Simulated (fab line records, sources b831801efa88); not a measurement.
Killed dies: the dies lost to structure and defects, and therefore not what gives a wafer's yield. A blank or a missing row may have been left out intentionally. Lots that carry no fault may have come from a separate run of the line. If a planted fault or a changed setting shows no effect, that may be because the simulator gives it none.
A single fault, viewed from 2 desks + flow gf180mcu + only its own numbers are on each desk; what lay behind them is given at the end

AT THE TOOL OWNER'S DESK: ilineStepper-01
The tool's own readings at GF_HV_LDD_EXPOSE_28 (exposes mask Nplus HV AREA, target cd 400 nm): means of the sampled wafers that have a number, for each lot that ran on this tool. The brackets show how far a lot's mean lies from the usual mean; more than 4 standard deviations puts the lot out of limits, marked OUT.
Columns: A = exposureDoseMJCm2 at GF_HV_LDD_EXPOSE_28, usual 141.29
| lot  | first seen here | A      |
|------|-----------------|--------|
| L590 | day 11 13:58    | 141.23 |
| L591 | day 11 14:55    | 141.32 |
| L594 | day 12 08:58    | 141.46 |
| L596 | day 13 11:07    | 141.20 |
| L597 | day 13 13:34    | 141.36 |
| L599 | day 14 01:41    | 141.26 |
| L600 | day 14 19:50    | 141.20 |
| L601 | day 15 02:32    | 141.33 |
| L602 | day 15 02:47    | 141.24 |
| L604 | day 15 17:38    | 141.30 |
This desk found nothing out of limits on any of the 10 lots.

METROLOGY DESK
Lot by lot, what the gauges showed, no matter which tool ran the lot: averages of those sampled wafers that carry a number. The brackets show how far a lot's mean lies from the usual mean; more than 4 standard deviations puts the lot out of limits, marked OUT.
Columns: A = cdNm at GF_HV_LDD_CD_MEAS_31, usual 402.6 nm; B = HV_LDD_02_OVL at GF_HV_LDD_OVL_MEAS_32, usual -0.1 nm; C = cdNm at GF_HV_LDD_CD_MEAS_46, usual 400.1 nm
| lot  | first seen here | A     | B                       | C     |
|------|-----------------|-------|-------------------------|-------|
| L590 | day 11 23:07    | 400.3 | -0.3                    | 402.1 |
| L591 | day 12 00:26    | 405.1 | 1.5                     | 398.6 |
| L594 | day 12 18:22    | 398.6 | 0.4                     | 400.5 |
| L595 | day 13 11:24    | 402.1 | -1.0                    | 401.9 |
| L596 | day 13 20:59    | 400.0 | 1.2                     | 397.5 |
| L597 | day 13 23:59    | 399.4 | 2.4                     | 399.6 |
| L599 | day 14 11:41    | 403.6 | -0.1                    | 402.0 |
| L600 | day 15 06:22    | 404.1 | -0.4                    | 399.5 |
| L601 | day 15 13:35    | 400.6 | 282.7 (+99 or more) OUT | 399.2 |
| L602 | day 15 13:52    | 401.5 | 280.7 (+99 or more) OUT | 400.1 |
| L603 | day 15 20:44    | 401.5 | -1.1                    | 403.8 |
| L604 | day 16 04:30    | 405.4 | 283.1 (+99 or more) OUT | 402.2 |
| L613 | day 19 04:40    | 408.7 | -0.2                    | 398.8 |
This desk's finding: out of limits on L601, L602, L604; first on L601, day 15 13:41 (HV_LDD_02_OVL at GF_HV_LDD_OVL_MEAS_32). In limits: L590, L591, L594, L595, L596, L597, L599, L600, L603, L613.

PUT TOGETHER
On L601, L602, L604, the metrology desk was in a position to raise an alarm at day 15 13:41.
Nothing out of limits was seen by the tool owner's desk.
On record at the tool owner's desk: L601, L602, L604, within its limits.
GF_HV_LDD_EXPOSE_28 was run on ilineStepper-01 by each of the lots named.

WHAT WAS PUT IN BY THE SIMULATOR
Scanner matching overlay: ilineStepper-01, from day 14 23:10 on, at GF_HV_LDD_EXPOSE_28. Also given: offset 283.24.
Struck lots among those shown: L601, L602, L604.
Per desk, hours elapsed from the start of the fault to the first reading out of limits: for the metrology desk, 15.
